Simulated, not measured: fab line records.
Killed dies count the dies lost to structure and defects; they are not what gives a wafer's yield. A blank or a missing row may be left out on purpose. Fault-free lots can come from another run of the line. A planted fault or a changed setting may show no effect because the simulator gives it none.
A lot that was struck, set against a sound lot + flow sfqLine + 14 steps out of a route of 325
Sound: these wafers, L590.1, L590.2, L590.5. The struck wafers were L602.2, L602.5, L602.6. At the end, the cause is stated.
Per side, at each step with rows, come the tool, then ch with its chambers, and then its first start. Under that, the readings that differ: sound wafers + struck wafers + difference of the means + sigmas: that difference in standard deviations of wafers without a fault.
alike: words and numbers the same on both sides, and readings whose means are apart by under 2 such deviations; not compared: readings that were withheld, readings missing a value for some wafer, numbers with overlapping values and no deviation given by the record, and bounds like >300 which may hide the same value.
A row with sigmas, a row that says differs or no value, or rows on one side alone: a step with any of these is where the two part. Non-overlapping numbers with no deviation appear without sigmas and do not part them. A reading that every wafer of one side lacks parts them only if that side has two wafers or more.

SFQ_TRILAYER_A5B_CMP_CMP_130: polishes, stops on Nb, target thk 340.7 nm.
  sound on cmp-01 ch 0,1,2, day 61 02:57; struck on cmp-02 ch 1,2,3, day 68 12:28
  alike: motorCurrentA, platenRpm
SFQ_TRILAYER_A5B_METRO_MEASURE_131:
  struck on filmMetro-04, day 68 14:40; sound on filmMetro-01, day 61 04:57
  alike: thkNm
SFQ_TRILAYER_R5_DEP_SPUTTER_132: material Ti, target thk 5 nm, time 5 s.
  struck on pvdSputter-05, day 68 15:40; sound on pvdSputter-05, day 61 06:09
  alike: throttleValvePct
SFQ_TRILAYER_R5_DEP_SPUTTER_133: material MoNx, target thk 40 nm, time 66.7 s.
  struck on pvdSputter-05, day 68 15:41; sound on pvdSputter-05, day 61 06:10
  alike: throttleValvePct
SFQ_TRILAYER_R5_DEP_SPUTTER_134: material Ti, target thk 5 nm, time 5 s.
  struck on pvdSputter-05, day 68 15:44; sound on pvdSputter-05, day 61 06:13
  alike: throttleValvePct
SFQ_R5_RS_MEAS_933: measures by four-point-probe.
  struck on filmMetro-02, day 68 15:47; sound on filmMetro-03, day 61 06:14
  alike: R5_MONX_RS
SFQ_R5_THK_MEAS_934: measures by xrf.
  struck on filmMetro-02, day 68 15:53; sound on filmMetro-03, day 61 06:22
  alike: R5_MONX_THK
then, 5 steps without rows for these wafers: SFQ_TRILAYER_R5_LITHO_COAT_141 (resist thk 62 nm); SFQ_TRILAYER_R5_LITHO_COAT_136 (resist thk 600 nm); SFQ_TRILAYER_R5_LITHO_SOFTBAKE_140; SFQ_TRILAYER_R5_LITHO_EXPOSE_137 (exposes mask R5, target cd 500 nm); SFQ_TRILAYER_R5_LITHO_PEB_139 (peb time 60 s).
-- the record jumps here: 5 days lie between the struck wafers' starts before and after --
SFQ_TRILAYER_R5_LITHO_DEVELOP_138: time 60 s.
  struck on lithoTrack-01, day 73 11:11; sound on lithoTrack-04 ch 0, day 61 09:40
  no value came back on the struck wafers for chillPlateTempC (C), exhaustPa (Pa); on the sound wafers chillPlateTempC (C) reads 22.89 22.89 22.96
| reading                                            | sound             | struck          | difference | sigmas |
|----------------------------------------------------|-------------------|-----------------|------------|--------|
| model.KrF_of_TRILAYER_R5_LITHO_COAT_136.thkNm (nm) | 573.6 573.9 572.5 | 600 600.2 600.9 | +27        |        |
SFQ_R5_OVL_MEAS_935:
  struck on overlay-02, day 73 11:19; sound on overlay-01, day 61 09:49
| reading     | sound  | struck | difference                    | sigmas |
|-------------|--------|--------|-------------------------------|--------|
| R5_OVL (nm) | 0 5 -1 | - - -  | no value on the struck wafers |        |

== WHERE THEY PART ==
At SFQ_TRILAYER_R5_LITHO_DEVELOP_138 first; at SFQ_R5_OVL_MEAS_935 last (within this record only).

WHY: what the simulator had put in
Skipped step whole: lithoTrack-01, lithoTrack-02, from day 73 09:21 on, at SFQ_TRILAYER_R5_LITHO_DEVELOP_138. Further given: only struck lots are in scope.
